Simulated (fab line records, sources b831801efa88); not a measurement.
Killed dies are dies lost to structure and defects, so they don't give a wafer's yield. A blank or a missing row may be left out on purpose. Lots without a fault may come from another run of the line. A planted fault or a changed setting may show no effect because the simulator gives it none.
fab line records | flow sky130
record lots=5 wafers=14 last_day=51
route steps=708 shown VIA1@473 METAL2@483 PAD_OPEN@708
lots that met no fault: from a run of the same line without faults
start_h: hours from the record's first day to the start of the lot's first wafer shown | wait_h: hours since the lot's step before | " the same as in the row above | L1.1+2: a row that stands for several wafers | - no value, or no start given | * or withheld: withheld | < > ~ a bound
route shown NAME@n: a module of which the file shows steps, and the number in the route of the first | usual: mean/standard deviation of fault-free wafers | same: alike in all rows | chamber/n: place in a boat | sites: the reading at each site | _std_site: their standard deviation | _edge_site: outer sites' mean less inner sites' | radius_mm: how far each site lies from the wafer's centre | mask NAME#n: copy n | behind: the tool/chamber that last shaped the wafer | hold: why the lot was held/for how many hours/how that ended | device: the transistor (n, p or np) that didn't switch | end of line: the same wafers' tests at the end of the route | a step without rows: its recipe alone | killed: dies lost to structure and defects at the first sort, not the wafer's yield | map: a wafer's dies, x killed, . not, _ none there
set.NAME: the setting as run; set.NAME@STEP: as run at that earlier step | model.NAME: the simulator's own value behind a step, which no gauge read
lots at some steps of the route; a table a step, a row a wafer
services: from which hour (start_h, from the record's first day; less than 0 if before it) a tool's chamber was out of use, for how many hours, and why
## steps
# step SKY_VIA1_ETCH_15
# recipe target=SiO2 chemistry=C4F8/O2/Ar target_depth_nm=351 stop_on=TiN mask_material=KrF-thick source_w=1500 bias_w=1200 pressure_mtorr=40 c4f8_flow_sccm=withheld O2_flow_sccm=6 Ar_flow_sccm=300 time_s=54
# step SKY_VIA1_STRIP_16
# recipe chemistry=O2/N2 power_w=1400 pressure_mtorr=1500 platen_temp_c=withheld o2_flow_sccm=3000 n2_flow_sccm=300 overash_fraction=0.5
# usual drypump_motor_current_A=5.7/0.4 oes_product_au=0.415/0.0046 strip_time_to_endpoint_s=4.442/0.024
# columns lot.wafer tool chamber start_h wait_h drypump_motor_current_A oes_product_au rf_hours_counter_h strip_time_to_endpoint_s
L376.3 plasma_asher-01 0 813.16 0.1 5.3 0.411 - 4.472
L376.4 " 1 " " 6.2 0.416 - 4.479
L376.6 " 1 " " 6.2 0.415 - 4.474
L377.2 plasma_asher-01 1 821.38 0.0 6.2 0.419 71 4.442
L377.4 " 1 " " 6.2 0.411 - 4.473
L377.6 " 1 " " 6.2 0.417 - 4.445
L384.4 plasma_asher-03 1 876.03 0.1 5.6 0.414 - 4.460
L384.6 " 1 " " 5.6 0.403 - 4.374
L395.1 plasma_asher-02 1 950.55 0.0 5.1 0.417 21 4.411
L395.3 " 0 " " 6.3 0.411 - 4.444
L395.6 " 1 " " 5.1 0.411 - 4.432
L396.2 plasma_asher-03 1 984.33 0.0 5.6 0.419 115 4.453
L396.4 " 1 " " 5.6 0.415 - 4.436
L396.5 " 1 " " 5.6 0.415 - 4.449
# step SKY_VIA1_STRIP_17
# recipe chemistry=post_etch_residue_remover time_s=1200 temp_c=72.5
# step SKY_VIA1_CLEAN_18
# recipe chemistry=IPA time_s=180 temp_c=25
# step SKY_VIA1_CLEAN_19
# recipe chemistry=O3/DIW dry=n2_spin
# step SKY_VIA1_SPUTTER_20
# recipe material=TiN target_thk_nm=20 chamber_pressure_pa=5 power_w=4000 time_s=80
# usual throttle_valve_pct=29.6/1.2
# columns lot.wafer tool chamber start_h wait_h throttle_valve_pct
L376.3 pvd_sputter-02 - 813.73 0.0 29.8
L376.4 " - " " 28.4
L376.6 " - " " 28.0
L377.2 pvd_sputter-04 - 822.01 0.0 30.7
L377.4 " - " " 28.9
L377.6 " - " " 30.6
L384.4 pvd_sputter-02 - 876.63 0.0 28.0
L384.6 " - " " 27.6
L395.1 pvd_sputter-04 - 951.14 0.0 28.8
L395.3 " - " " 30.3
L395.6 " - " " 30.5
L396.2 pvd_sputter-02 - 984.96 0.0 30.3
L396.4 " - " " 28.4
L396.5 " - " " 28.2
# step SKY_VIA1_CVD_21
# recipe material=W target_thk_nm=270 time_s=80.902 temp_c=400 pressure_torr=40
# usual heater_power_outer_w=511/38 heater_power_w=831/49
# columns lot.wafer tool chamber start_h wait_h heater_power_outer_w heater_power_w
L376.3 cvd_w-01 0 813.82 0.1 465 784
L376.4 " 1 " " 532 891
L376.6 " 1 " " 538 883
L377.2 cvd_w-02 0 822.07 0.0 555 872
L377.4 " 1 " " 525 835
L377.6 " 1 " " 523 831
L384.4 cvd_w-02 1 876.72 0.1 516 847
L384.6 " 1 " " 524 845
L395.1 cvd_w-01 0 951.20 0.0 469 777
L395.3 " 1 " " 546 858
L395.6 " 1 " " 541 868
L396.2 cvd_w-01 0 985.02 0.0 459 775
L396.4 " 1 " " 554 878
L396.5 " 1 " " 524 874
# step SKY_VIA1_RS_MEAS_22
# recipe thk_meas_gauge=four-point-probe reads=W_of_VIA1_CVD_21+TiN_of_VIA1_SPUTTER_20
# usual VIA1_W_RS=0.428/0.0052
# columns lot.wafer tool chamber start_h wait_h VIA1_W_RS[ohm/sq]
L376.3 film_metro-02 - 813.92 0.1 0.422
L376.4 " - " " 0.429
L376.6 " - " " 0.432
L377.2 film_metro-03 - 822.20 0.1 0.437
L377.4 " - " " 0.429
L377.6 " - " " 0.428
L384.4 film_metro-02 - 876.84 0.1 0.425
L384.6 " - " " 0.423
L395.1 film_metro-03 - 951.29 0.1 0.423
L395.3 " - " " 0.427
L395.6 " - " " 0.428
L396.2 film_metro-02 - 985.14 0.1 0.419
L396.4 " - " " 0.418
L396.5 " - " " 0.419
# step SKY_VIA1_THK_MEAS_23
# recipe thk_meas_gauge=xrf reads=W_of_VIA1_CVD_21
# usual VIA1_W_THK=267/3.7
# columns lot.wafer tool chamber start_h wait_h VIA1_W_THK[nm]
L376.3 film_metro-02 - 814.02 0.1 271
L376.4 " - " " 266
L376.6 " - " " 264
L377.2 film_metro-03 - 822.31 0.1 260
L377.4 " - " " 264
L377.6 " - " " 263
L384.4 film_metro-02 - 876.93 0.1 267
L384.6 " - " " 268
L395.1 film_metro-03 - 951.41 0.1 269
L395.3 " - " " 266
L395.6 " - " " 268
L396.2 film_metro-02 - 985.25 0.1 272
L396.4 " - " " 274
L396.5 " - " " 274
# step SKY_VIA1_CMP_24
# recipe stop_on=SiO2 t_overpolish_s=15 down_force_psi=3.5 platen_rpm=60 target_thk_nm=0 pad_velocity_m_s=0.94248
# usual motor_current_A=11.0/0.88 overpolish_run_s=14.999/0.009 slurry_filter_dp_kPa=13.50/0.14 time_to_endpoint_s=67/3.7
# columns lot.wafer tool chamber start_h wait_h motor_current_A overpolish_run_s slurry_filter_dp_kPa time_to_endpoint_s
L376.3 cmp-01 0 814.11 0.1 10.8 15.002 13.68 63
L376.4 " 2 " " 11.3 14.995 13.35 64
L376.6 " 3 " " 9.9 14.999 13.56 61
L377.4 cmp-01 2 822.41 0.1 11.6 15.003 13.47 64
L377.2 " 3 " " 10.6 15.010 13.51 58
L377.6 " 1 " " 12.6 14.993 13.63 70
L384.4 cmp-01 2 877.06 0.1 11.9 15.009 13.35 69
L384.6 " 1 " " 12.3 14.997 13.53 71
L395.3 cmp-01 0 951.47 0.0 10.9 14.992 13.54 67
L395.1 " 3 " " 10.4 14.994 13.28 67
L395.6 " 0 " " 11.0 14.993 13.52 69
L396.4 cmp-01 1 985.35 0.1 12.4 14.993 13.66 75
L396.2 " 2 " " 11.6 14.981 13.55 69
L396.5 " 1 " " 12.1 15.007 13.57 72
# step SKY_METAL2_SPUTTER_00
# recipe material=Ti target_thk_nm=15 power_w=3000 time_s=10 chamber_pressure_pa=0.4
# step SKY_METAL2_SPUTTER_01
# recipe material=TiN target_thk_nm=20 power_w=6500 time_s=16.7 chamber_pressure_pa=0.4
# step SKY_METAL2_SPUTTER_02
# recipe material=AlCu target_thk_nm=250 power_w=10600 time_s=13.3 chamber_pressure_pa=0.4
# usual throttle_valve_pct=30.3/0.85
# columns lot.wafer tool chamber start_h wait_h throttle_valve_pct model.AlCu_of_METAL2_SPUTTER_02.thk_nm
L376.3 pvd_sputter-04 - 814.41 0.0 29.9 250.2
L376.4 " - " " 30.7 246.3
L376.6 " - " " 30.9 247.2
L377.2 pvd_sputter-01 - 822.71 0.0 30.6 250.1
L377.4 " - " " 31.0 250.6
L377.6 " - " " 30.1 251.6
L384.4 pvd_sputter-01 - 877.31 0.0 30.7 254.5
L384.6 " - " " 30.9 244.9
L395.1 pvd_sputter-03 - 951.82 0.0 30.7 249
L395.3 " - " " 28.8 252.7
L395.6 " - " " 31.0 248.3
L396.2 pvd_sputter-03 - 985.64 0.0 30.7 251.9
L396.4 " - " " 29.8 253
L396.5 " - " " 30.9 252
# step SKY_METAL2_SPUTTER_03
# recipe material=Ti target_thk_nm=5 power_w=3000 time_s=3.3 chamber_pressure_pa=0.4
# usual throttle_valve_pct=30.4/0.83
# columns lot.wafer tool chamber start_h wait_h throttle_valve_pct
L376.3 pvd_sputter-04 - 814.43 0.0 30.2
L376.4 " - " " 30.6
L376.6 " - " " 30.9
L377.2 pvd_sputter-01 - 822.74 0.0 30.7
L377.4 " - " " 31.0
L377.6 " - " " 30.0
L384.4 pvd_sputter-01 - 877.33 0.0 30.8
L384.6 " - " " 31.2
L395.1 pvd_sputter-03 - 951.84 0.0 30.7
L395.3 " - " " 29.3
L395.6 " - " " 30.7
L396.2 pvd_sputter-03 - 985.67 0.0 30.9
L396.4 " - " " 29.7
L396.5 " - " " 30.9
# step SKY_PAD_OPEN_PROBE_99
# usual defect_limited_yield=82.6/1.8 killed_at_M0_to_M3=43/6.5 killed_at_M4_up=3.1/1.8 killed_at_contacts=24/5.6 killed_at_front_end=15/4.2 killed_at_other=0.3/0.5 killed_dies=86/8.9 killed_open=47/6.9 killed_short=39/5.9 sort_bin_3_pad_short=0.9/0.39 sort_bin_5_function=10.4/1.6 sort_bin_6_memory=6.2/1 sort_n_pass=406/8.9 sort_yield_pct=82.6/1.8
# same gross_dies=492 killed_at_back_side=0 sort_bin_4_leakage[%]=0 sort_bin_8_speed[%]=0
# columns lot.wafer tool chamber start_h wait_h defect_limited_yield[%] killed_at_M0_to_M3 killed_at_M4_up killed_at_contacts killed_at_front_end killed_at_other killed_dies killed_open killed_short sort_bin_3_pad_short[%] sort_bin_5_function[%] sort_bin_6_memory[%] sort_n_pass sort_yield_pct[%] model.etest.met2.line_ohm_um model.etest.met2.rs_ohm_sq
L376.3 prober-02 - 1091.67 0.2 85.0 41 1 21 10 1 74 40 34 0 7.9 7.1 418 85.0 0.9026 0.1281
L376.4 prober-02 - 1091.72 0.2 82.3 47 5 22 13 0 87 42 45 0.4 12.2 5.1 405 82.3 0.9215 0.1304
L376.6 prober-02 - 1091.82 0.2 84.6 35 4 25 12 0 76 38 38 1.4 8.5 5.5 416 84.6 0.9312 0.1301
L377.2 prober-01 - 1097.03 0.1 81.1 50 7 24 12 0 93 50 42 0.4 11.0 7.5 399 81.1 0.9087 0.1279
L377.4 prober-01 - 1097.13 0.2 80.7 34 0 39 21 1 95 61 34 0.4 11.0 7.9 397 80.7 0.9006 0.1295
L377.6 prober-01 - 1097.23 0.2 81.5 37 2 26 26 0 91 53 38 0.8 11.6 6.1 401 81.5 0.9022 0.1299
L384.4 prober-01 - 1136.75 0.2 82.7 36 1 26 21 1 85 45 40 0.6 10.0 6.7 407 82.7 0.9515 0.1253
L384.6 prober-01 - 1136.85 0.2 78.9 53 4 31 16 0 104 49 55 1.0 14.2 5.9 388 78.9 0.9508 0.1304
L395.1 prober-02 - 1190.41 0.1 81.1 46 1 35 11 0 93 51 42 0.8 12.2 5.9 399 81.1 0.9221 0.1282
L395.3 prober-02 - 1190.51 0.2 78.5 52 2 35 16 1 106 47 59 1.4 11.6 8.5 386 78.5 0.8722 0.1271
L395.6 prober-02 - 1190.66 0.2 81.9 38 1 32 17 1 89 52 37 0.8 11.2 6.1 403 81.9 0.9046 0.1293
L396.2 prober-02 - 1212.08 0.1 81.9 44 1 21 23 0 89 59 30 0.8 8.3 8.9 403 81.9 0.898 0.1266
L396.4 prober-02 - 1212.18 0.2 82.5 41 2 26 17 0 86 40 46 1.2 11.0 5.3 406 82.5 0.8977 0.1255
L396.5 prober-02 - 1212.23 0.2 80.3 44 1 36 15 1 97 52 45 0.8 12.8 6.1 395 80.3 0.9248 0.1276
# killed by level:class
L376.3 VIA1:geometric_particle:open=10 CONTACT:geometric_particle:short=6 VIA3:geometric_particle:open=6 LI_CONTACT:geometric_particle:open=5 CONTACT:geometric_particle:open=5 METAL1:geometric_particle:short=5 METAL2:geometric_particle:short=5 VIA2:geometric_particle:open=5
L376.4 VIA1:geometric_particle:open=10 VIA2:geometric_particle:open=8 VIA1:geometric_particle:short=7 CONTACT:geometric_particle:open=6 LOCAL_INTERCONNECT:geometric_particle:short=6 POLY_GATE:geometric_particle:short=5 METAL2:geometric_particle:short=5 LI_CONTACT:geometric_particle:open=4
L376.6 LOCAL_INTERCONNECT:geometric_particle:short=8 CONTACT:geometric_particle:open=7 VIA1:geometric_particle:open=7 VIA1:geometric_particle:short=5 POLY_GATE:geometric_particle:open=4 LI_CONTACT:geometric_particle:open=4 METAL1:geometric_particle:short=4 VIA2:geometric_particle:open=4
L377.2 VIA1:geometric_particle:open=14 CONTACT:geometric_particle:open=11 METAL2:geometric_particle:short=8 LI_CONTACT:geometric_particle:open=6 METAL4:geometric_particle:short=6 VIA1:geometric_particle:short=5 VIA2:geometric_particle:open=5 CONTACT:geometric_particle:short=4
L377.4 CONTACT:geometric_particle:open=17 LI_CONTACT:geometric_particle:open=11 VIA1:geometric_particle:open=8 VIA3:geometric_particle:open=7 POLY_GATE:geometric_particle:open=5 LOCAL_INTERCONNECT:geometric_particle:short=5 POLY_GATE:geometric_particle:short=4 LI_CONTACT:geometric_particle:short=4
L377.6 VIA1:geometric_particle:open=12 CONTACT:geometric_particle:open=8 LI_CONTACT:geometric_particle:open=6 FIELD_ISO:geometric_particle:open=5 VIA2:geometric_particle:open=5 FIELD_ISO:geometric_particle:short=4 POLY_GATE:geometric_particle:open=4 SPACER:geometric_particle:short=4
L384.4 VIA2:geometric_particle:open=11 CONTACT:geometric_particle:open=6 CONTACT:geometric_particle:short=5 POLY_GATE:geometric_particle:short=5 POLY_GATE:geometric_particle:open=5 LI_CONTACT:geometric_particle:open=5 LOCAL_INTERCONNECT:geometric_particle:short=5 FIELD_ISO:geometric_particle:open=4
L384.6 VIA1:geometric_particle:open=13 CONTACT:geometric_particle:open=11 METAL1:geometric_particle:short=8 LOCAL_INTERCONNECT:geometric_particle:short=7 METAL2:geometric_particle:short=7 FIELD_ISO:geometric_particle:open=6 LI_CONTACT:geometric_particle:open=6 CONTACT:geometric_particle:short=6
L395.1 CONTACT:geometric_particle:open=12 LI_CONTACT:geometric_particle:open=8 METAL2:geometric_particle:short=8 VIA1:geometric_particle:open=8 VIA2:geometric_particle:open=8 LOCAL_INTERCONNECT:geometric_particle:short=7 CONTACT:geometric_particle:short=6 VIA1:geometric_particle:short=5
L395.3 CONTACT:geometric_particle:open=14 METAL2:geometric_particle:short=9 VIA1:geometric_particle:short=9 LI_CONTACT:geometric_particle:open=8 CONTACT:geometric_particle:short=8 VIA1:geometric_particle:open=7 POLY_GATE:geometric_particle:short=7 VIA3:geometric_particle:open=5
L395.6 VIA1:geometric_particle:open=12 CONTACT:geometric_particle:open=11 LI_CONTACT:geometric_particle:open=10 CONTACT:geometric_particle:short=8 METAL2:geometric_particle:short=5 VIA2:geometric_particle:open=5 POLY_CUT:geometric_particle:open=4 VIA3:geometric_particle:open=4
L396.2 CONTACT:geometric_particle:open=13 VIA2:geometric_particle:open=8 VIA1:geometric_particle:open=7 VIA3:geometric_particle:open=7 FIELD_ISO:geometric_particle:open=5 FIELD_ISO:geometric_particle:short=5 LI_CONTACT:geometric_particle:open=5 METAL1:geometric_particle:short=4
L396.4 CONTACT:geometric_particle:open=13 POLY_GATE:geometric_particle:short=6 VIA2:geometric_particle:short=6 VIA1:geometric_particle:open=6 VIA3:geometric_particle:open=5 METAL1:geometric_particle:short=5 VIA1:geometric_particle:short=5 VIA2:geometric_particle:open=5
L396.5 CONTACT:geometric_particle:open=12 METAL1:geometric_particle:short=9 METAL2:geometric_particle:short=8 LI_CONTACT:geometric_particle:open=8 CONTACT:geometric_particle:short=8 VIA1:geometric_particle:open=8 POLY_GATE:geometric_particle:short=6 POLY_GATE:geometric_particle:open=6
## services
# columns tool chamber start_h hours kind
plasma_asher-03 - 803.68 15.6 repair
pvd_sputter-02 - 812.37 0.5 repair
cmp-01 - 824.60 0.7 repair
pvd_sputter-01 - 863.33 0.8 repair
cvd_w-02 1 865.42 2.9 repair
cvd_w-01 1 888.85 3.1 repair
plasma_asher-03 - 890.27 4.5 repair
plasma_asher-03 - 903.29 0.5 repair
cvd_w-02 - 904.00 14.0 pm
cvd_w-02 0 904.00 14.0 vent_cycle
cvd_w-02 1 904.00 14.0 vent_cycle
plasma_asher-02 - 908.50 3.0 repair
cmp-01 - 912.15 4.0 pm
cmp-01 - 916.15 - consumable_replace:conditioner
cmp-01 - 916.15 - consumable_replace:pad
cvd_w-02 0 918.00 - clean
plasma_asher-03 - 925.76 0.8 repair
cmp-01 - 929.78 1.9 repair
plasma_asher-01 - 939.41 0.7 repair
cmp-01 - 941.95 0.9 repair
cmp-01 - 952.18 0.5 repair
plasma_asher-03 - 952.52 6.6 repair
plasma_asher-03 - 960.43 3.4 repair
cvd_w-02 - 967.57 17.9 repair
## key
first_sign none at tools or gauges
model_effect step=SKY_METAL2_SPUTTER_02 value=AlCu_of_METAL2_SPUTTER_02.thk_nm without=257.1 struck=244.9
model_effect step=SKY_PAD_OPEN_PROBE_99 value=etest.met2.line_ohm_um without=0.9043 struck=0.9508
met_at SKY_METAL2_SPUTTER_02
struck_wafers L384.6
onset_between 822.71 877.31
fault kind=process_parameter_drift tool=pvd_sputter-01 chamber=- onset_h=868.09 steps=SKY_METAL2_SPUTTER_02 channel=time_s offset=* shape=step end_h=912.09 scope=struck_wafers_only acts_in=* stated=*
